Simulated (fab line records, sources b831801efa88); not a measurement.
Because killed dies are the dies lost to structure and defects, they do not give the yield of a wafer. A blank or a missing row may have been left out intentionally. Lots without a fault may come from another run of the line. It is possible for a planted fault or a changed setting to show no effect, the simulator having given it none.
fab line records ; flow sky130
[record] lots = 6; wafers = 18; last-day = 50
route steps=708 shown POLY_GATE@233 LDD_N@237 PAD_OPEN@708
lots that met no fault: from a run of the same line without faults
start-h: start of the lot's first displayed wafer, in hours after the record's first day ; wait-h: hours since the lot's step before ; " identical to the entry in the row above ; L1.1+2: a row that stands for several wafers ; - value missing, or start not given ; * or withheld: withheld ; < > ~ a bound
route shown NAME@n: NAME is a module with steps in the file, n the number in the route of the first one ; usual: the fault-free wafers' mean and standard deviation ; same: alike in all rows ; chamber/n: place in a boat ; sites: per-site readings ; _std_site: the values' standard deviation ; _edge_site: mean of outer sites minus mean of inner sites ; radius-mm: how far each site lies from the wafer's centre ; mask NAME#n: copy n ; behind: the tool/chamber that last shaped the wafer ; hold: why the lot was held/for how many hours/how that ended ; device: transistor that didn't switch, given as n, p or np ; end of line: at the end of the route, the tests of the same wafers ; a step without rows: its recipe alone ; killed: at the first sort, the dies lost to defects and structure; wafer yield is something else ; map: the dies of a wafer, with x for killed, . for not killed, _ for no die there
set.NAME: the run value of the setting; set.NAME@STEP: its run value at that earlier step ; model.NAME: the simulator's own value behind a step, which no gauge read
lots at selected steps of the route; one table per step, one row per wafer
services: when a tool's chamber went out of use (start-h, in hours from the record's first day, below 0 if earlier), for how many hours, and the reason
[[steps]]
[step SKY_POLY_GATE_CLEAN_19]
[recipe] chemistry = SC1/SC2; mix = 1:4:20; temp-c = 70; time-s = 150; dry = n2-spin
[step SKY_POLY_GATE_OXIDATION_20]
[recipe] temp-c = 850; ambient = O2; stabilise-s = 600; purge-s = 300; target-thk-a = 40; ox-time-s = 899
[step SKY_POLY_GATE_THK_MEAS_21]
[recipe] reads = SiO2_of_POLY_GATE_OXIDATION_20
[usual] POLY_GATE_OXIDATION_THK = 4.01/0.074
lot.wafer;tool;chamber;start-h;wait-h;POLY_GATE_OXIDATION_THK[nm]
L614.1;film-metro-04;-;438.55;0.0;4.03
L614.3;film-metro-04;-;438.55;0.0;4.00
L614.6;film-metro-04;-;438.55;0.0;4.11
L617.1;film-metro-04;-;493.28;0.1;4.06
L617.2;film-metro-04;-;493.28;0.1;4.12
L617.3;film-metro-04;-;493.28;0.1;4.10
L624.1;film-metro-04;-;527.54;0.0;4.05
L624.3;film-metro-04;-;527.54;0.0;4.01
L624.6;film-metro-04;-;527.54;0.0;4.05
L625.1;film-metro-01;-;550.30;0.0;4.11
L625.2;film-metro-01;-;550.30;0.0;4.15
L625.6;film-metro-01;-;550.30;0.0;4.16
L626.2;film-metro-01;-;551.36;0.0;3.90
L626.3;film-metro-01;-;551.36;0.0;3.96
L626.6;film-metro-01;-;551.36;0.0;4.03
L630.1;film-metro-04;-;572.30;0.0;4.18
L630.3;film-metro-04;-;572.30;0.0;4.06
L630.4;film-metro-04;-;572.30;0.0;4.06
[step SKY_POLY_GATE_CD_MEAS_22]
[usual] cd-nm = 150.1/1.8
lot.wafer;tool;chamber;start-h;wait-h;cd-nm
L614.1;cd-sem-02;-;438.67;0.1;150.3
L614.3;cd-sem-02;-;438.67;0.1;146.6
L614.6;cd-sem-02;-;438.67;0.1;149.7
L617.1;cd-sem-02;-;493.34;0.1;150.4
L617.2;cd-sem-02;-;493.34;0.1;149.9
L617.3;cd-sem-02;-;493.34;0.1;150.3
L624.1;cd-sem-01;-;527.60;0.1;148.9
L624.3;cd-sem-01;-;527.60;0.1;151.4
L624.6;cd-sem-01;-;527.60;0.1;151.9
L625.1;cd-sem-02;-;550.36;0.1;153.4
L625.2;cd-sem-02;-;550.36;0.1;152.9
L625.6;cd-sem-02;-;550.36;0.1;149.2
L626.2;cd-sem-02;-;551.44;0.1;152.3
L626.3;cd-sem-02;-;551.44;0.1;152.1
L626.6;cd-sem-02;-;551.44;0.1;150.8
L630.1;cd-sem-02;-;572.47;0.2;149.8
L630.3;cd-sem-02;-;572.47;0.2;152.0
L630.4;cd-sem-02;-;572.47;0.2;152.2
[step SKY_LDD_N_DEHYDRATE_00]
[recipe] temp-c = 200; time-s = 60
[step SKY_LDD_N_HMDS_01]
[recipe] prime-time-s = 60; prime-temp-c = 120
[step SKY_LDD_N_COAT_02]
[recipe] resist = NOVOLAK; spin-rpm = 3000; resist-thk-nm = 300
[step SKY_LDD_N_SOFTBAKE_03]
[recipe] temp-c = 90; time-s = 60; resist = NOVOLAK
[step SKY_LDD_N_EXPOSE_04]
[recipe] mask-id = NTM; target-cd-nm = 840; na = 0.6; source-shape = conventional; sigma-outer = 0.6; dose-mj = 110
[step SKY_LDD_N_PEB_05]
[recipe] temp-c = withheld; time-s = *; resist = NOVOLAK
[step SKY_LDD_N_DEVELOP_06]
[recipe] develop-time-s = 60; dev-temp-c = 23
[step SKY_LDD_N_OVL_MEAS_07]
[usual] LDD_N_OVL = -0.5/1.5
lot.wafer;tool;chamber;start-h;wait-h;LDD_N_OVL[nm]
L614.1;overlay-02;-;468.91;0.1;0.4
L614.3;overlay-02;-;468.91;0.1;-0.3
L614.6;overlay-02;-;468.91;0.1;-0.4
L617.1;overlay-01;-;523.81;0.1;1.0
L617.2;overlay-01;-;523.81;0.1;0.8
L617.3;overlay-01;-;523.81;0.1;1.6
L624.1;overlay-02;-;557.40;0.1;1.8
L624.3;overlay-02;-;557.40;0.1;2.0
L624.6;overlay-02;-;557.40;0.1;1.7
L625.1;overlay-01;-;579.95;0.1;-1.9
L625.2;overlay-01;-;579.95;0.1;-2.1
L625.6;overlay-01;-;579.95;0.1;-2.4
L626.2;overlay-01;-;581.31;0.1;-2.5
L626.3;overlay-01;-;581.31;0.1;-2.8
L626.6;overlay-01;-;581.31;0.1;-2.1
L630.1;overlay-02;-;601.56;0.1;1.3
L630.3;overlay-02;-;601.56;0.1;1.0
L630.4;overlay-02;-;601.56;0.1;0.2
[step SKY_LDD_N_IMPLANT_08]
[recipe] species = As; energy-kev = 20; dose-cm2 = 7.5e+13; tilt-deg = withheld; rotation-deg = 23
[usual] beam-energy-keV = 20.000/0.006; dose-ions-cm2 = 7.501e+13/8.1e+10; faraday-current-uA = 424/8.8
[same] implant-ion-amu = 75
lot.wafer;tool;chamber;start-h;wait-h;beam-energy-keV;dose-ions-cm2;faraday-current-uA
L614.1;implanter-03;0;468.94;0.0;19.990;7.507e+13;411
L614.3;implanter-03;0;468.94;0.0;19.998;7.523e+13;411
L614.6;implanter-03;0;468.94;0.0;20.004;7.514e+13;418
L617.1;implanter-03;0;523.84;0.0;19.999;7.494e+13;434
L617.2;implanter-03;0;523.84;0.0;20.003;7.49e+13;413
L617.3;implanter-03;0;523.84;0.0;19.995;7.501e+13;418
L624.1;implanter-03;0;557.44;0.0;19.999;8.266e+13;458
L624.3;implanter-03;0;557.44;0.0;19.996;8.251e+13;472
L624.6;implanter-03;0;557.44;0.0;19.994;8.27e+13;471
L625.1;implanter-03;0;579.98;0.0;20.000;8.269e+13;458
L625.2;implanter-03;0;579.98;0.0;20.011;8.262e+13;475
L625.6;implanter-03;0;579.98;0.0;20.007;8.269e+13;461
L626.2;implanter-04;0;581.37;0.0;20.002;7.499e+13;424
L626.3;implanter-04;0;581.37;0.0;20.005;7.507e+13;426
L626.6;implanter-04;0;581.37;0.0;19.994;7.503e+13;425
L630.1;implanter-04;0;601.59;0.0;20.001;7.509e+13;435
L630.3;implanter-04;0;601.59;0.0;20.010;7.495e+13;420
L630.4;implanter-04;0;601.59;0.0;20.001;7.496e+13;427
[step SKY_LDD_N_IMPLANT_09]
[recipe] species = As; energy-kev = 20; dose-cm2 = 7.5e+13; tilt-deg = withheld; rotation-deg = 113
[step SKY_PAD_OPEN_PROBE_99]
[usual] killed_at_M0_to_M3 = 43/6.7; killed_at_M4_up = 3.2/1.8; killed-at-contacts = 25/5.2; killed-at-front-end = 15/4.4; killed-at-other = 0.2/0.4; killed-dies = 87/9.3; killed-open = 48/7.1; killed-short = 39/6
[same] gross-dies = 492; killed-at-back-side = 0
lot.wafer;tool;chamber;start-h;wait-h;killed_at_M0_to_M3;killed_at_M4_up;killed-at-contacts;killed-at-front-end;killed-at-other;killed-dies;killed-open;killed-short;model.etest.tip-n.rs-ohm-sq
L614.1;prober-01;-;1120.18;0.1;43;4;20;12;0;79;52;27;439.8
L614.3;prober-01;-;1120.28;0.2;44;0;28;14;0;86;44;42;438.5
L614.6;prober-01;-;1120.43;0.2;42;2;21;23;0;88;43;45;443.9
L617.1;prober-02;-;1158.61;0.1;48;3;17;10;0;78;41;37;440.7
L617.2;prober-02;-;1158.66;0.1;40;1;20;13;0;74;41;33;441.4
L617.3;prober-02;-;1158.71;0.2;48;2;17;16;0;83;44;39;439.3
L624.1;prober-02;-;1176.73;0.1;44;1;29;10;1;85;50;35;440.8
L624.3;prober-02;-;1176.83;0.2;37;1;26;19;0;83;38;45;436
L624.6;prober-02;-;1176.98;0.2;49;5;19;20;0;93;50;43;433.5
L625.1;prober-01;-;1185.30;0.1;36;4;28;18;0;86;44;42;438.8
L625.2;prober-01;-;1185.35;0.1;36;3;27;14;0;80;48;32;435.4
L625.6;prober-01;-;1185.55;0.2;51;3;30;8;0;92;52;40;439.6
L626.2;prober-02;-;1188.10;0.1;41;5;21;20;0;87;48;39;447.5
L626.3;prober-02;-;1188.15;0.2;37;6;33;12;0;88;48;40;449.2
L626.6;prober-02;-;1188.30;0.2;28;3;27;10;0;68;32;36;443.8
// killed by level:class
L614.1 VIA1:geometric-particle:open=12 VIA3:geometric-particle:open=7 CONTACT:geometric-particle:open=7 LI_CONTACT:geometric-particle:open=5 VIA2:geometric-particle:open=5 FIELD_ISO:geometric-particle:open=4 CONTACT:geometric-particle:short=4 VIA1:geometric-particle:short=4
L614.3 LI_CONTACT:geometric-particle:open=9 METAL1:geometric-particle:short=8 METAL2:geometric-particle:short=7 CONTACT:geometric-particle:short=7 CONTACT:geometric-particle:open=7 VIA3:geometric-particle:open=7 VIA2:geometric-particle:open=6 FIELD_ISO:geometric-particle:short=5
L614.6 FIELD_ISO:geometric-particle:open=10 VIA3:geometric-particle:short=10 VIA2:geometric-particle:open=7 CONTACT:geometric-particle:open=7 LI_CONTACT:geometric-particle:open=6 VIA2:geometric-particle:short=6 FIELD_ISO:geometric-particle:short=5 LOCAL_INTERCONNECT:geometric-particle:short=5
L617.1 VIA3:geometric-particle:open=10 VIA1:geometric-particle:open=7 METAL1:geometric-particle:short=7 VIA2:geometric-particle:open=6 VIA2:geometric-particle:short=5 CONTACT:geometric-particle:open=5 POLY_GATE:geometric-particle:open=4 LI_CONTACT:geometric-particle:open=4
L617.2 VIA1:geometric-particle:open=9 CONTACT:geometric-particle:open=7 VIA2:geometric-particle:open=6 LI_CONTACT:geometric-particle:open=6 CONTACT:geometric-particle:short=4 VIA1:geometric-particle:short=4 METAL2:geometric-particle:short=4 VIA2:geometric-particle:short=4
L617.3 METAL1:geometric-particle:short=10 VIA3:geometric-particle:open=10 FIELD_ISO:geometric-particle:short=6 CONTACT:geometric-particle:open=6 VIA1:geometric-particle:open=6 VIA2:geometric-particle:open=6 LI_CONTACT:geometric-particle:open=5 FIELD_ISO:geometric-particle:open=4
L624.1 CONTACT:geometric-particle:open=18 VIA1:geometric-particle:open=9 METAL1:geometric-particle:short=8 CONTACT:geometric-particle:short=5 METAL2:geometric-particle:short=5 VIA2:geometric-particle:short=5 VIA3:geometric-particle:open=4 FIELD_ISO:geometric-particle:open=3
L624.3 METAL1:geometric-particle:short=10 CONTACT:geometric-particle:open=10 FIELD_ISO:geometric-particle:short=8 VIA2:geometric-particle:open=7 FIELD_ISO:geometric-particle:open=6 CONTACT:geometric-particle:short=6 LI_CONTACT:geometric-particle:open=4 VIA1:geometric-particle:open=4
L624.6 VIA1:geometric-particle:open=14 VIA3:geometric-particle:open=8 POLY_GATE:geometric-particle:short=6 LOCAL_INTERCONNECT:geometric-particle:short=6 METAL1:geometric-particle:short=6 VIA2:geometric-particle:open=5 METAL4:geometric-particle:short=5 FIELD_ISO:geometric-particle:open=4
L625.1 CONTACT:geometric-particle:open=9 FIELD_ISO:geometric-particle:short=8 VIA1:geometric-particle:open=8 CONTACT:geometric-particle:short=7 VIA2:geometric-particle:open=7 LI_CONTACT:geometric-particle:open=5 METAL1:geometric-particle:short=5 FIELD_ISO:geometric-particle:open=4
L625.2 VIA1:geometric-particle:open=13 CONTACT:geometric-particle:open=12 LI_CONTACT:geometric-particle:open=8 CONTACT:geometric-particle:short=5 VIA3:geometric-particle:open=5 FIELD_ISO:geometric-particle:short=4 VIA3:geometric-particle:short=4 VIA2:geometric-particle:open=4
L625.6 VIA1:geometric-particle:open=13 CONTACT:geometric-particle:open=12 VIA2:geometric-particle:open=8 LI_CONTACT:geometric-particle:open=7 METAL1:geometric-particle:short=6 LI_CONTACT:geometric-particle:short=5 CONTACT:geometric-particle:short=5 VIA1:geometric-particle:short=5
L626.2 VIA3:geometric-particle:open=11 CONTACT:geometric-particle:open=9 LI_CONTACT:geometric-particle:open=5 VIA2:geometric-particle:open=5 POLY_GATE:geometric-particle:open=4 POLY_GATE:geometric-particle:short=4 SPACER:geometric-particle:short=4 METAL1:geometric-particle:short=4
L626.3 LI_CONTACT:geometric-particle:open=12 CONTACT:geometric-particle:open=11 METAL1:geometric-particle:short=7 LOCAL_INTERCONNECT:geometric-particle:short=6 METAL2:geometric-particle:short=5 VIA1:geometric-particle:open=5 VIA1:geometric-particle:short=5 METAL4:geometric-particle:short=4
L626.6 LI_CONTACT:geometric-particle:open=9 LI_CONTACT:geometric-particle:short=6 VIA1:geometric-particle:open=6 LOCAL_INTERCONNECT:geometric-particle:short=5 VIA3:geometric-particle:open=5 FIELD_ISO:geometric-particle:short=4 CONTACT:geometric-particle:open=4 METAL1:geometric-particle:short=4
[[services]]
tool;chamber;start-h;hours;kind
implanter-03;-;488.34;6.5;pm
implanter-04;-;552.04;3.9;repair
implanter-03;-;571.60;5.9;repair
[[key]]
[first-sign] step = SKY_LDD_N_IMPLANT_08; reading = dose-ions-cm2; direction = up; sigmas = 94; usual = *; struck = *
[effect] step = SKY_LDD_N_IMPLANT_08; reading = faraday-current-uA; direction = up; sigmas = 4.7; usual = 424; struck = 466
[model-effect] step = SKY_PAD_OPEN_PROBE_99; value = etest.tip-n.rs-ohm-sq; without = 444.2; struck = 437.3
met-at SKY_LDD_N_IMPLANT_08
struck-wafers L624.1,L624.3,L624.6,L625.1,L625.2,L625.6
tester-left-out L624,L625
onset-between 523.84 557.44
[fault] kind = process-parameter-drift; tool = implanter-03; chamber = -; onset-h = 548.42; steps = SKY_LDD_N_IMPLANT_08; channel = dose-cm2; offset = *; shape = step; end-h = 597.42; acts-in = *; stated = *
// tester-left-out: of these lots the tester's yield and bins aren't shown, on N5 and GAA mostly nor the transistor test; their killed dies are dies lost to structure and defects alone, not to doping, threshold or leakage, so they don't give the yield
